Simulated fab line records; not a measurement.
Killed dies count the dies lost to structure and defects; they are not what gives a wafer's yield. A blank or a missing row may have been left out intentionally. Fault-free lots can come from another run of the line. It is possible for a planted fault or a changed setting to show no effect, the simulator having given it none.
Which tool is to blame? || flow gf180mcu || Sampling: 6 lots, 18 wafers, 3 of 602 route steps

== WHAT THE GAUGES SHOWED, per wafer ==
GF_PSD_TW_MEAS_11.
{"lot": "L653", "measured": "day 14 22:35", "on": "film-metro-02", "PSD_TW": "3205 3193 3194"}
{"lot": "L656", "measured": "day 15 22:48", "on": "film-metro-02", "PSD_TW": "3175 3170 3169"}
{"lot": "L658", "measured": "day 16 19:23", "on": "film-metro-02", "PSD_TW": "3196 3167 3194"}
{"lot": "L668", "measured": "day 20 06:03", "on": "film-metro-02", "PSD_TW": "3183 3186 3200"}
{"lot": "L670", "measured": "day 21 08:02", "on": "film-metro-02", "PSD_TW": "3189 3172 3185"}
{"lot": "L673", "measured": "day 22 04:05", "on": "film-metro-02", "PSD_TW": "3183 3183 3186"}

== WHAT TOOL EACH LOT RAN ON (gives the tool, then ch and the chambers of the sampled wafers, and finally the start) ==
{"lot": "L653", "GF_NSD_STRIP_11": "plasma-asher-03 ch 0,1, day 14 01:23", "GF_PSD_STRIP_10": "plasma-asher-04 ch 1, day 14 22:29"}
{"lot": "L656", "GF_NSD_STRIP_11": "plasma-asher-01 ch 0,1, day 15 01:13", "GF_PSD_STRIP_10": "plasma-asher-01 ch 0,1, day 15 22:43"}
{"lot": "L658", "GF_NSD_STRIP_11": "plasma-asher-03 ch 0,1, day 15 20:56", "GF_PSD_STRIP_10": "plasma-asher-02 ch 1, day 16 19:17"}
{"lot": "L668", "GF_NSD_STRIP_11": "plasma-asher-01 ch 0,1, day 19 06:06", "GF_PSD_STRIP_10": "plasma-asher-02 ch 1, day 20 05:56"}
{"lot": "L670", "GF_NSD_STRIP_11": "plasma-asher-03 ch 0,1, day 20 07:32", "GF_PSD_STRIP_10": "plasma-asher-01 ch 0,1, day 21 07:56"}
{"lot": "L673", "GF_NSD_STRIP_11": "plasma-asher-01 ch 0,1, day 21 04:17", "GF_PSD_STRIP_10": "plasma-asher-02 ch 0,1, day 22 03:59"}
- GF_NSD_STRIP_11: strips in O2/N2.
- GF_PSD_STRIP_10: strips in O2/N2.

== THE ANSWER, worked out from the rows above alone ==
Rule: the usual values come from the lots themselves. Put in order of their means at a reading, lots are off if they are a third of the lots or fewer, leave a main group of 4 or more, and stand apart from it by a gap of 3 or more times the standard deviation of the main group's means; of several such gaps the widest counts. Not used: any main group whose means are identical at the precision the tables above print for the reading. A lot without any number at a reading at which 4 lots or more have one is off too. The other lots that the step has rows for count as sound.
No lot is off on any of the readings shown, so nothing can be concluded from this.

== WHAT THE SIMULATOR HAD PUT IN ==
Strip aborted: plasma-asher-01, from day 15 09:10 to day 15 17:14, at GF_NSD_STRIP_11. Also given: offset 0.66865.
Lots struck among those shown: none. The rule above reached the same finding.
